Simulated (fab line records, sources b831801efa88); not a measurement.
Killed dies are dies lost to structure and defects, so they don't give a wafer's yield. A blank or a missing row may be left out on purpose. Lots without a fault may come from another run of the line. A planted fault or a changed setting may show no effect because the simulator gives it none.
Which tool did it? | flow gf180mcu | 12 lots, 36 wafers sampled, at 4 steps of a route of 602

WHAT THE GAUGES READ, wafer by wafer
GF_V3_THK_MEAS_01. Usual: V3_CVD_00_THK 600 nm, standard deviation 6.3.
lot  | measured     | on            | V3_CVD_00_THK (nm) | flag
L858 | day 21 08:56 | film_metro-03 | 596 603 596        |
L859 | day 21 20:58 | film_metro-02 | 603 600 606        |
L860 | day 22 02:07 | film_metro-01 | 585 606 601        |
L865 | day 24 00:52 | film_metro-03 | 300 589 307        | OFF
L869 | day 25 07:06 | film_metro-02 | 604 602 587        |
L870 | day 25 14:42 | film_metro-03 | 598 605 599        |
L871 | day 25 23:10 | film_metro-03 | 593 602 595        |
L874 | day 26 18:01 | film_metro-03 | 606 595 603        |
L876 | day 27 11:16 | film_metro-01 | 587 595 596        |
L878 | day 27 22:26 | film_metro-01 | 595 608 601        |
L879 | day 28 04:32 | film_metro-02 | 595 602 610        |
L881 | day 28 22:24 | film_metro-03 | 595 597 600        |

GF_V3_OVL_MEAS_15. Usual: V3_OVL 0 nm, standard deviation 5.
lot  | measured     | on         | V3_OVL (nm) | flag
L858 | day 22 09:14 | overlay-02 | -6 -6 -5    |
L859 | day 22 20:47 | overlay-01 | 0 -2 -4     |
L860 | day 23 01:36 | overlay-02 | 4 3 3       |
L865 | day 24 21:32 | overlay-02 | -2 -6 -2    |
L869 | day 26 04:17 | overlay-01 | 3 1 -6      |
L870 | day 26 12:17 | overlay-02 | 3 2 4       |
L871 | day 26 19:59 | overlay-01 | -2 3 6      |
L874 | day 27 15:08 | overlay-02 | 0 -2 -3     |
L876 | day 28 07:59 | overlay-02 | -3 -9 -6    |
L878 | day 28 17:47 | overlay-01 | -6 3 4      |
L879 | day 28 23:44 | overlay-02 | -2 -2 0     |
L881 | day 29 17:32 | overlay-02 | 0 3 -4      |

WHICH TOOL RAN EACH LOT (tool, then ch and the chambers of the sampled wafers, then the start)
lot  | GF_M3_SPUTTER_03             | GF_V3_CVD_00
L858 | pvd_sputter-02, day 20 07:24 | hdpcvd-01 ch 0,1,2, day 21 08:51
L859 | pvd_sputter-02, day 20 19:02 | hdpcvd-02 ch 0,2, day 21 20:53
L860 | pvd_sputter-04, day 21 01:32 | hdpcvd-02 ch 0,1, day 22 02:01
L865 | pvd_sputter-01, day 23 01:49 | hdpcvd-02 ch 1,2, day 24 00:48
L869 | pvd_sputter-04, day 24 09:27 | hdpcvd-01 ch 0,1,2, day 25 07:02
L870 | pvd_sputter-01, day 24 16:34 | hdpcvd-01 ch 0,2, day 25 14:37
L871 | pvd_sputter-04, day 25 00:35 | hdpcvd-01 ch 0,1, day 25 23:05
L874 | pvd_sputter-04, day 25 20:11 | hdpcvd-01 ch 0,2, day 26 17:52
L876 | pvd_sputter-04, day 26 13:32 | hdpcvd-01 ch 0,1,2, day 27 11:11
L878 | pvd_sputter-04, day 27 01:23 | hdpcvd-01 ch 0,1, day 27 22:21
L879 | pvd_sputter-01, day 27 07:53 | hdpcvd-01 ch 0,1,2, day 28 04:28
L881 | pvd_sputter-01, day 28 02:35 | hdpcvd-01 ch 0,2, day 28 22:19
- GF_M3_SPUTTER_03: material Ti, target thk 10 nm, time 6.7 s.
- GF_V3_CVD_00: deposits SiO2, target thk 600 nm, time 100 s.

WHAT THE TOOLS THEMSELVES READ (means of the sampled wafers that have a number; where no wafer has one, the mark that the record gives instead)
GF_M3_SPUTTER_03. Usual: substrate_temp_c 300.01 C, standard deviation 0.18; throttle_valve_pct 30.1 %, standard deviation 1.5.
lot  | tool           | substrate_temp_c (C) | throttle_valve_pct (%) | flag
L858 | pvd_sputter-02 | 300.12               | 29.3                   |
L859 | pvd_sputter-02 | 300.05               | 30.8                   |
L860 | pvd_sputter-04 | 299.84               | 31.9                   |
L865 | pvd_sputter-01 | 299.98               | 28.8                   |
L869 | pvd_sputter-04 | 300.08               | 30.5                   |
L870 | pvd_sputter-01 | 299.90               | 29.1                   |
L871 | pvd_sputter-04 | 299.98               | 30.7                   |
L874 | pvd_sputter-04 | 299.92               | 30.9                   |
L876 | pvd_sputter-04 | 300.05               | 30.7                   |
L878 | pvd_sputter-04 | 299.95               | 30.6                   |
L879 | pvd_sputter-01 | 299.96               | 28.4                   |
L881 | pvd_sputter-01 | 300.07               | 29.5                   |

GF_V3_CVD_00. Usual: pressure_mtorr 5.999 mTorr, standard deviation 0.012; sih4_flow_sccm 60.01 sccm, standard deviation 0.2.
lot  | tool      | pressure_mtorr (mTorr) | sih4_flow_sccm (sccm) | flag
L858 | hdpcvd-01 | 5.998                  | 59.91                 |
L859 | hdpcvd-02 | 6.001                  | 59.98                 |
L860 | hdpcvd-02 | 5.997                  | 59.82                 |
L865 | hdpcvd-02 | 5.994                  | 40.10                 | OFF
L869 | hdpcvd-01 | 5.994                  | 60.03                 |
L870 | hdpcvd-01 | 5.997                  | 59.79                 |
L871 | hdpcvd-01 | 6.000                  | 59.82                 |
L874 | hdpcvd-01 | 6.001                  | 59.84                 |
L876 | hdpcvd-01 | 5.999                  | 60.00                 |
L878 | hdpcvd-01 | 6.002                  | 60.14                 |
L879 | hdpcvd-01 | 5.991                  | 60.03                 |
L881 | hdpcvd-01 | 5.996                  | 59.97                 |

THE ANSWER, worked out from the rows above alone
Rule: a lot is off if the mean of its wafers that have a number lies more than 3 standard deviations from the usual mean. A lot without any number at a reading at which 4 lots or more have one is off too. The other lots that the step has rows for count as sound. The gauges are gone through in route order, then the tools' own readings, and for those a lot's mean is taken as printed above. The first step at which some lot is off is used, and at that step the reading that is off furthest; a lot without a number counts as furthest.
Off: L865, at GF_V3_THK_MEAS_01 (V3_CVD_00_THK).
A tool fits if, at a process step before that reading, it ran every lot that is off, and no sound lot after the first of them. The gauges at GF_V3_THK_MEAS_01 aren't tried: what is off there is off at GF_V3_CVD_00 too, on other tools, and a gauge's error can't cause that. One fits: hdpcvd-02 at GF_V3_CVD_00. Its last sound lot is L860 (day 22 02:01), its first lot that is off L865 (day 24 00:48): a fault that began between those two fits.
The tool's own readings at GF_V3_CVD_00 bear it out: on the lots that are off they differ by more than 5 times the standard deviation of the sound lots' means. sih4_flow_sccm reads 40.10 sccm there against 59.94 sccm on the sound lots.

WHAT THE SIMULATOR HAD PUT IN
Process parameter drift: hdpcvd-02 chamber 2, from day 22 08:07 on, at GF_V3_CVD_00. Setting sih4_flow_sccm, moved by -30, from 60. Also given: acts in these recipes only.
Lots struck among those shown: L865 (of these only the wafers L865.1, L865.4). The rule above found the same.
